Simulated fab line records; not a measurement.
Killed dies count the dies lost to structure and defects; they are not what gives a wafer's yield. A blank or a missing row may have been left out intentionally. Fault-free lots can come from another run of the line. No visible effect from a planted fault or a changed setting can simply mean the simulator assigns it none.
Matching of chambers + flow sky130 + cmp-02 running SKY_CONTACT_CMP_27: 4 sister chambers
The step polishes, stops on SiO2, t overpolish 15 s, target thk 0 nm. 8 wafers are shown with their chamber, then 9 later ones without.

WAFERS, EACH WITH ITS CHAMBER
| wafer  | chamber | motor_current_A (A) | time_to_endpoint_s (s) |
|--------|---------|---------------------|------------------------|
| L075.4 | 3       | 12.3                | 82                     |
| L079.2 | 2       | 10.7                | 79                     |
| L082.1 | 0       | 10.0                | 88                     |
| L082.3 | 1       | 11.1                | 81                     |
| L082.6 | 2       | 11.9                | 81                     |
| L084.1 | 3       | 12.1                | 74                     |
| L084.3 | 0       | 9.8                 | 81                     |
| L084.6 | 1       | 11.4                | 76                     |

WAFERS WITH NO CHAMBER GIVEN
| wafer  | motor_current_A (A) | time_to_endpoint_s (s) |
|--------|---------------------|------------------------|
| L091.1 | 9.2                 | 85                     |
| L091.2 | 12.1                | 81                     |
| L091.5 | 9.3                 | 85                     |
| L090.1 | 11.6                | 74                     |
| L090.2 | 10.9                | 76                     |
| L090.5 | 11.5                | 81                     |
| L089.2 | 11.8                | 78                     |
| L089.4 | 11.7                | 80                     |
| L089.6 | 9.7                 | 82                     |

THE CHAMBER EACH PASSED THROUGH
| wafer  | from the rows above          | in truth |
|--------|------------------------------|----------|
| L091.1 | 0                            | 0        |
| L091.2 | can't be placed: 3 or 2 or 1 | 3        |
| L091.5 | 0                            | 0        |
| L090.1 | can't be placed: 1 or 2 or 3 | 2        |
| L090.2 | can't be placed: 1 or 2 or 3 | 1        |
| L090.5 | can't be placed: 2 or 1 or 3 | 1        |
| L089.2 | can't be placed: 3 or 2 or 1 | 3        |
| L089.4 | can't be placed: 2 or 1 or 3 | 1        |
| L089.6 | 0                            | 0        |
3 of 9 placed correctly. Cannot be placed on the basis of these rows: 6; the candidates contain the true chamber in 6. Placed wrongly: 0.
How it was worked out, from the rows above alone: a wafer's distance from a chamber is the root of the sum, over the readings, of the square of ((its reading less the chamber's mean) divided by the reading's scatter). The wafer belongs to the nearest chamber; if the next one is less than 2 further off, it can't be placed. A chamber's mean is the mean of its shown wafers. The scatter: the root of (the sum of the squares of (reading less its chamber's mean) over the shown wafers, divided by (wafers less chambers)).
